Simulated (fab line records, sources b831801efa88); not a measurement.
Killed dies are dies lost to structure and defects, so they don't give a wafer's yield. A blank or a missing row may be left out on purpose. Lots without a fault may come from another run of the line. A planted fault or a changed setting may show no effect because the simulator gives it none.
Split-lot experiment | flow gf180mcu | 5 lots, 23 wafers read, on a route of 602 steps

THE SPLIT
At GF_SALICIDE_SPUTTER_03 (material TiN, target thk 20 nm, time 16.7 s), the setting power_w was moved away from the recipe's 6500 W on 5 of the 23 wafers read, by +3.4% to +10.7%. The other wafers ran this setting at the recipe's value.

The file shows no step between the split and the reading.

THE READING
SALICIDE_TIN_THK, in nm, at GF_SALICIDE_THK_MEAS_05 (measures by xrf). Fault-free wafers of this fab line usually give 20.31 nm, standard deviation 0.25 nm.

wafer  | tool, chamber at the split | power_w as run, W | against the recipe | SALICIDE_TIN_THK, nm | against lot-mates on the recipe
L077.1 | pvd_sputter-01, -          | 6724              | +3.4%              | 20.91                | +0.84
L077.2 | pvd_sputter-01, -          | 6500              | recipe             | 20.18                | -
L077.3 | pvd_sputter-01, -          | 6724              | +3.4%              | 20.95                | +0.88
L077.5 | pvd_sputter-01, -          | 6500              | recipe             | 19.97                | -
L077.6 | pvd_sputter-01, -          | 6724              | +3.4%              | 20.95                | +0.88
L078.1 | pvd_sputter-03, -          | 6500              | recipe             | 20.14                | -
L078.2 | pvd_sputter-03, -          | 6500              | recipe             | 20.00                | -
L078.3 | pvd_sputter-03, -          | 6500              | recipe             | 19.95                | -
L078.5 | pvd_sputter-03, -          | 6500              | recipe             | 19.92                | -
L078.6 | pvd_sputter-03, -          | 6500              | recipe             | 20.16                | -
L079.1 | pvd_sputter-03, -          | 6500              | recipe             | 20.04                | -
L079.4 | pvd_sputter-03, -          | 6500              | recipe             | 19.90                | -
L079.6 | pvd_sputter-03, -          | 6500              | recipe             | 19.84                | -
L082.1 | pvd_sputter-04, -          | 7196              | +10.7%             | 22.51                | +2.38
L082.2 | pvd_sputter-04, -          | 7196              | +10.7%             | 22.28                | +2.15
L082.3 | pvd_sputter-04, -          | 6500              | recipe             | 20.14                | -
L082.5 | pvd_sputter-04, -          | 6500              | recipe             | 20.24                | -
L082.6 | pvd_sputter-04, -          | 6500              | recipe             | 20.02                | -
L084.1 | pvd_sputter-01, -          | 6500              | recipe             | 20.69                | -
L084.2 | pvd_sputter-01, -          | 6500              | recipe             | 20.76                | -
L084.4 | pvd_sputter-01, -          | 6500              | recipe             | 20.68                | -
L084.5 | pvd_sputter-01, -          | 6500              | recipe             | 20.79                | -
L084.6 | pvd_sputter-01, -          | 6500              | recipe             | 20.60                | -

THE FIT
A straight line over all 23 wafers: SALICIDE_TIN_THK changes by +0.203 nm for each +1% of power_w; r = +0.91; the points scatter about the line by 0.3 nm.
The same after taking each lot's own level away (the mean of its wafers on the recipe; 23 wafers): +0.215 nm for each +1%; r = +0.99; scatter 0.1 nm.
On that fit, the largest move of power_w shifts the reading by 2.3 nm.
The lots' own levels span 19.927 to 20.704 nm, that is 3.1 times the standard deviation above.
So the lot-to-lot level changes the slope little: the two slopes agree.
Check: with one of the wafers moved furthest among these (+10.7%) left out of the fit, the line predicts +2.27 nm for it against its lot-mates. It came out at +2.38 nm against them.

THE WHOLE CHAIN: every reading that the file lists as answering this split, in the file's order
step                    | what it does                                | reading                                                                            | change (the file's fit)               | r (the file's)
GF_SALICIDE_SPUTTER_03  | material TiN, target thk 20 nm, time 16.7 s | TiN_of_SALICIDE_SPUTTER_03.thk_nm (the simulator's own value, which no gauge read) | +0.207 nm for each +1% of the setting | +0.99
GF_SALICIDE_THK_MEAS_05 | measures by xrf                             | SALICIDE_TIN_THK                                                                   | +0.215 for each +1% of the setting    | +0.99

THE FILE'S OWN FIT
SALICIDE_TIN_THK changes by +0.215 nm for each +1% of power_w, r = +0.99.
